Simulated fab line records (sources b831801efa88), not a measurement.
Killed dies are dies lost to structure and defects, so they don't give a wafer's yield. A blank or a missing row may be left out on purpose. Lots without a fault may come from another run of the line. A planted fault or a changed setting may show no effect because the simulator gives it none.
fab line records	flow sky130
record lots=6	wafers=17	last-day=51
route steps=708 shown GATE_OXIDE@197 POLY_GATE@204 RES_PROTECT@206 PAD_OPEN@708
lots that met no fault: from a run of the same line without faults
start-h: start of the lot's first displayed wafer, in hours after the record's first day	wait-h: time in hours since the lot's previous step	" unchanged from the row above	L1.1+2: one row covering several wafers at once	- either no value or no given start	* or withheld: withheld	< > ~ a bound
route shown NAME@n: NAME is a module with steps in the file, n the number in the route of the first one	usual: mean/standard deviation of fault-free wafers	same: alike in all rows	chamber/n: place in a boat	sites: readings site by site	_std_site: standard deviation of those values	_edge_site: the outer-site mean with the inner-site mean subtracted	radius-mm: for every site, how far away it sits from the centre of the wafer	mask NAME#n: copy n	behind: the last tool/chamber to shape the wafer	hold: why the lot was held/for how many hours/how that ended	device: whichever transistor did not switch (one of n, p or np)	end of line: the route-end tests of the same wafers	where a step has no rows: the recipe by itself	killed: dies lost to structure and defects at the first sort, not the wafer's yield	map: shows each die of a wafer: x if killed, . if not, _ if none is there
set.NAME: setting as actually run; set.NAME@STEP: the setting as run at that earlier step	model.NAME: the simulator's own value behind a step, which no gauge read
lots seen at some steps along the route; tables by step, rows by wafer
services: when a tool's chamber went out of use (start-h, in hours from the record's first day, below 0 if earlier), for how many hours, and the reason
## steps
# step SKY_GATE_OXIDE_OVL_MEAS_10
# usual GATE_OXIDE_OVL=-1.5/1.4
lot.wafer	tool	chamber	start-h	wait-h	GATE_OXIDE_OVL[nm]
L966.2	overlay-02	-	321.62	0.1	-1.2
L966.4	"	-	"	"	-2.5
L966.5	"	-	"	"	-0.2
L974.1	overlay-02	-	394.51	0.1	-2.6
L974.2	"	-	"	"	0.2
L974.5	"	-	"	"	-0.2
L976.1	overlay-01	-	411.13	0.1	-1.2
L976.5	"	-	"	"	-0.4
L980.1	overlay-01	-	455.70	0.1	-2.0
L980.5	"	-	"	"	-1.1
L980.6	"	-	"	"	-1.9
L983.1	overlay-01	-	478.86	0.1	-0.9
L983.5	"	-	"	"	0.2
L983.6	"	-	"	"	-0.7
L987.1	overlay-01	-	503.56	0.1	-2.3
L987.2	"	-	"	"	-1.6
L987.3	"	-	"	"	-0.8
# step SKY_GATE_OXIDE_IMPLANT_11
# recipe species=B	energy-kev=10	dose-cm2=2.6e+12	tilt-deg=withheld
# step SKY_GATE_OXIDE_WET_ETCH_12
# recipe chemistry=dHF	target-depth-nm=16.8	dry=n2-spin	target=SiO2	dilution=100:1	temp-c=25	time-s=336
# step SKY_GATE_OXIDE_STRIP_13
# recipe chemistry=O2/N2	power-w=1400	pressure-mtorr=1500	platen-temp-c=withheld	o2-flow-sccm=3000	n2-flow-sccm=300	overash-fraction=0.5
# usual drypump-motor-current-A=5.7/0.56	oes-product-au=0.715/0.0047	strip-time-to-endpoint-s=14.18/0.038
lot.wafer	tool	chamber	start-h	wait-h	drypump-motor-current-A	oes-product-au	rf-hours-counter-h	strip-time-to-endpoint-s
L966.2	plasma-asher-03	1	322.00	0.0	6.3	0.715	18	14.15
L966.4	"	0	"	"	5.6	0.713	-	14.17
L966.5	"	1	"	"	6.3	0.714	-	14.12
L974.1	plasma-asher-03	0	394.81	0.0	5.6	0.725	25	14.15
L974.2	"	1	"	"	6.3	0.718	25	14.15
L974.5	"	0	"	"	5.6	0.712	-	14.12
L976.1	plasma-asher-02	1	411.42	0.0	4.8	0.713	74	14.17
L976.5	"	0	"	"	6.2	0.717	-	14.23
L980.1	plasma-asher-02	1	456.00	0.0	4.7	0.721	78	14.20
L980.5	"	1	"	"	4.7	0.716	-	14.19
L980.6	"	0	"	"	6.2	0.714	-	14.17
L983.1	plasma-asher-03	1	479.15	0.0	6.3	0.720	33	14.23
L983.5	"	0	"	"	5.6	0.719	-	14.20
L983.6	"	1	"	"	6.3	0.714	-	14.19
L987.1	plasma-asher-03	1	503.85	0.0	6.2	0.723	36	14.16
L987.2	"	0	"	"	5.6	0.716	36	14.22
L987.3	"	0	"	"	5.6	0.715	-	14.19
# step SKY_GATE_OXIDE_TW_MEAS_14
# usual GATE_OXIDE_TW=225.0/2.8
lot.wafer	tool	chamber	start-h	wait-h	GATE_OXIDE_TW
L966.2	film-metro-04	-	322.11	0.1	227.7
L966.4	"	-	"	"	228.2
L966.5	"	-	"	"	228.3
L974.1	film-metro-03	-	394.91	0.1	221.2
L974.2	"	-	"	"	221.0
L974.5	"	-	"	"	219.9
L976.1	film-metro-04	-	411.52	0.1	229.5
L976.5	"	-	"	"	227.1
L980.1	film-metro-03	-	456.10	0.1	223.5
L980.5	"	-	"	"	221.7
L980.6	"	-	"	"	222.8
L983.1	film-metro-03	-	479.25	0.1	222.3
L983.5	"	-	"	"	222.4
L983.6	"	-	"	"	223.1
L987.1	film-metro-04	-	503.95	0.1	227.3
L987.2	"	-	"	"	228.0
L987.3	"	-	"	"	228.3
# step SKY_GATE_OXIDE_CLEAN_15
# recipe chemistry=SC1/SC2	mix=1:4:20	temp-c=70	time-s=150	dry=n2-spin
# step SKY_GATE_OXIDE_OXIDATION_16
# recipe temp-c=800	ambient=O2	idle-temp-c=700	ramp-up-c-per-min=10	ramp-down-c-per-min=3	stabilise-s=600	purge-s=300	target-thk-a=35.7	ox-time-s=1915
# step SKY_POLY_GATE_CVD_00
# recipe material=poly-Si	target-thk-nm=180	temp-c=620	time-s=720	pressure-mtorr=200
# step SKY_POLY_GATE_THK_MEAS_01
# recipe reads=poly-Si_of_POLY_GATE_CVD_00
# usual POLY_GATE_CVD_00_THK=180.0/1.7
lot.wafer	tool	chamber	start-h	wait-h	POLY_GATE_CVD_00_THK[nm]
L966.2	film-metro-03	-	325.49	0.0	181.0
L966.4	"	-	"	"	181.4
L966.5	"	-	"	"	181.3
L974.1	film-metro-02	-	400.89	0.0	180.2
L974.2	"	-	"	"	178.5
L974.5	"	-	"	"	179.5
L976.1	film-metro-01	-	416.65	0.0	178.6
L976.5	"	-	"	"	179.2
L980.1	film-metro-01	-	459.49	0.0	177.2
L980.5	"	-	"	"	179.5
L980.6	"	-	"	"	178.4
L983.1	film-metro-03	-	483.41	0.0	183.4
L983.5	"	-	"	"	184.4
L983.6	"	-	"	"	183.7
L987.1	film-metro-02	-	506.79	0.0	182.2
L987.2	"	-	"	"	180.3
L987.3	"	-	"	"	181.0
# step SKY_RES_PROTECT_DEHYDRATE_00
# recipe temp-c=200	time-s=60
# step SKY_RES_PROTECT_HMDS_01
# recipe prime-time-s=60	prime-temp-c=120
# step SKY_RES_PROTECT_COAT_02
# recipe resist=NOVOLAK	spin-rpm=3000	resist-thk-nm=1140
# step SKY_RES_PROTECT_SOFTBAKE_03
# recipe temp-c=90	time-s=60	resist=NOVOLAK
# usual heater-power-total-W=56.59/0.045	run-length-s=89.24/0.13
lot.wafer	tool	chamber	start-h	wait-h	heater-power-total-W	run-length-s
L966.2	litho-track-04	0	340.06	0.1	56.51	89.26
L966.4	"	0	"	"	56.60	89.25
L966.5	"	0	"	"	56.65	89.31
L974.1	litho-track-04	0	415.58	0.1	58.65	83.39
L974.2	"	0	"	"	56.58	89.37
L974.5	"	0	"	"	56.69	89.15
L976.1	litho-track-04	0	431.13	0.1	58.56	83.29
L976.5	"	0	"	"	56.59	89.30
L980.1	litho-track-01	0	474.94	0.1	56.64	89.40
L980.5	"	0	"	"	56.70	89.16
L980.6	"	0	"	"	56.62	89.14
L983.1	litho-track-01	0	498.99	0.1	56.54	89.31
L983.5	"	0	"	"	56.65	89.19
L983.6	"	0	"	"	56.62	89.39
L987.1	litho-track-01	0	522.19	0.1	56.58	89.26
L987.2	"	0	"	"	56.56	89.43
L987.3	"	0	"	"	56.51	89.44
# step SKY_RES_PROTECT_EXPOSE_04
# recipe mask-id=RPM	na=0.6	source-shape=conventional	sigma-outer=0.6	polarization=unpolarized	target-cd-nm=1270	dose-mj=131
# step SKY_PAD_OPEN_PROBE_99
# usual killed_at_M0_to_M3=43/7	killed_at_M4_up=3.1/1.5	killed-at-contacts=23/4.9	killed-at-front-end=16/3.9	killed-at-other=0.3/0.52	killed-dies=86/8.2	killed-open=47/6.1	killed-short=38/5.8
# same gross-dies=492	killed-at-back-side=0
lot.wafer	tool	chamber	start-h	wait-h	killed_at_M0_to_M3	killed_at_M4_up	killed-at-contacts	killed-at-front-end	killed-at-other	killed-dies	killed-open	killed-short
L974.1	prober-02	-	1164.35	0.1	47	2	12	22	0	83	49	34
L974.2	prober-02	-	1164.40	0.1	37	3	28	16	0	84	56	28
L974.5	prober-02	-	1164.55	0.2	49	3	12	17	0	81	34	47
L976.1	prober-01	-	1175.08	0.1	32	3	25	10	0	70	43	27
L976.5	prober-01	-	1175.28	0.2	40	2	24	12	0	78	46	32
L980.1	prober-01	-	1201.16	0.1	34	2	30	18	0	84	42	42
L980.5	prober-01	-	1201.36	0.2	41	4	22	17	1	85	53	31
L980.6	prober-01	-	1201.41	0.2	23	4	25	19	0	71	40	31
L983.1	prober-01	-	1213.46	0.1	36	6	23	14	1	80	42	37
L983.5	prober-01	-	1213.66	0.2	43	3	30	15	0	91	57	34
L983.6	prober-01	-	1213.71	0.2	25	5	31	16	0	77	40	37
# killed by level:class
L974.1 VIA1:geometric-particle:open=10 VIA3:geometric-particle:open=9 FIELD_ISO:geometric-particle:open=8 CONTACT:geometric-particle:open=7 FIELD_ISO:geometric-particle:short=6 METAL1:geometric-particle:short=6 VIA1:geometric-particle:short=5 CONTACT:geometric-particle:short=3
L974.2 VIA1:geometric-particle:open=14 CONTACT:geometric-particle:open=12 LI_CONTACT:geometric-particle:open=8 FIELD_ISO:geometric-particle:open=5 POLY_GATE:geometric-particle:open=5 VIA2:geometric-particle:open=5 CONTACT:geometric-particle:short=4 VIA1:geometric-particle:short=4
L974.5 METAL1:geometric-particle:short=11 VIA1:geometric-particle:open=9 VIA3:geometric-particle:open=6 FIELD_ISO:geometric-particle:short=5 METAL2:geometric-particle:short=5 VIA1:geometric-particle:short=5 POLY_GATE:geometric-particle:short=4 POLY_GATE:geometric-particle:open=4
L976.1 CONTACT:geometric-particle:open=10 LI_CONTACT:geometric-particle:open=7 VIA1:geometric-particle:open=7 CONTACT:geometric-particle:short=5 FIELD_ISO:geometric-particle:short=4 METAL1:geometric-particle:short=4 VIA2:geometric-particle:open=4 METAL2:geometric-particle:short=4
L976.5 LI_CONTACT:geometric-particle:open=10 VIA2:geometric-particle:open=9 VIA1:geometric-particle:open=9 LOCAL_INTERCONNECT:geometric-particle:short=7 VIA3:geometric-particle:short=5 CONTACT:geometric-particle:short=4 VIA3:geometric-particle:open=4 FIELD_ISO:geometric-particle:open=3
L980.1 CONTACT:geometric-particle:open=13 FIELD_ISO:geometric-particle:open=8 METAL2:geometric-particle:short=8 FIELD_ISO:geometric-particle:short=7 VIA1:geometric-particle:short=7 VIA3:geometric-particle:open=6 CONTACT:geometric-particle:short=6 VIA1:geometric-particle:open=6
L980.5 VIA1:geometric-particle:open=13 FIELD_ISO:geometric-particle:open=7 LI_CONTACT:geometric-particle:open=7 CONTACT:geometric-particle:open=6 VIA2:geometric-particle:open=5 LOCAL_INTERCONNECT:geometric-particle:short=4 METAL1:geometric-particle:open=4 METAL1:geometric-particle:short=4
L980.6 CONTACT:geometric-particle:open=10 POLY_GATE:geometric-particle:short=6 VIA3:geometric-particle:open=6 POLY_GATE:geometric-particle:open=5 FIELD_ISO:geometric-particle:open=4 LI_CONTACT:geometric-particle:open=4 CONTACT:geometric-particle:short=4 VIA1:geometric-particle:open=4
L983.1 VIA1:geometric-particle:open=9 CONTACT:geometric-particle:open=7 VIA2:geometric-particle:open=7 CONTACT:geometric-particle:short=6 FIELD_ISO:geometric-particle:short=5 LI_CONTACT:geometric-particle:open=5 VIA1:geometric-particle:short=5 VIA2:geometric-particle:short=4
L983.5 CONTACT:geometric-particle:open=12 LI_CONTACT:geometric-particle:open=10 VIA1:geometric-particle:open=9 VIA3:geometric-particle:open=9 METAL1:geometric-particle:short=6 METAL2:geometric-particle:short=6 FIELD_ISO:geometric-particle:open=5 CONTACT:geometric-particle:short=4
L983.6 LI_CONTACT:geometric-particle:open=12 VIA1:geometric-particle:open=8 LOCAL_INTERCONNECT:geometric-particle:short=6 CONTACT:geometric-particle:open=6 CONTACT:geometric-particle:short=5 VIA2:geometric-particle:open=5 METAL4:geometric-particle:short=5 FIELD_ISO:geometric-particle:short=4
## services
tool	chamber	start-h	hours	kind
plasma-asher-02	-	354.37	0.5	repair
plasma-asher-02	-	396.97	2.3	repair
plasma-asher-02	-	438.12	1.5	repair
plasma-asher-02	-	487.03	4.3	pm
## key
first-sign step=SKY_RES_PROTECT_SOFTBAKE_03	reading=heater-power-total-W	direction=up	sigmas=45	usual=*	struck=*
effect step=SKY_RES_PROTECT_SOFTBAKE_03	reading=run-length-s	direction=down	sigmas=44	usual=*	struck=*
met-at SKY_RES_PROTECT_SOFTBAKE_03
struck-wafers L974.1,L976.1
tester-left-out L974,L976
onset-between 340.06 415.58
fault kind=process-parameter-drift	tool=litho-track-04	chamber=-	onset-h=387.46	steps=SKY_RES_PROTECT_SOFTBAKE_03	channel=time-s	offset=*	shape=step	end-h=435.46	scope=struck-wafers-only	acts-in=*	stated=*
# tester-left-out: of these lots the tester's yield and bins aren't shown, on N5 and GAA mostly nor the transistor test; their killed dies are dies lost to structure and defects alone, not to doping, threshold or leakage, so they don't give the yield
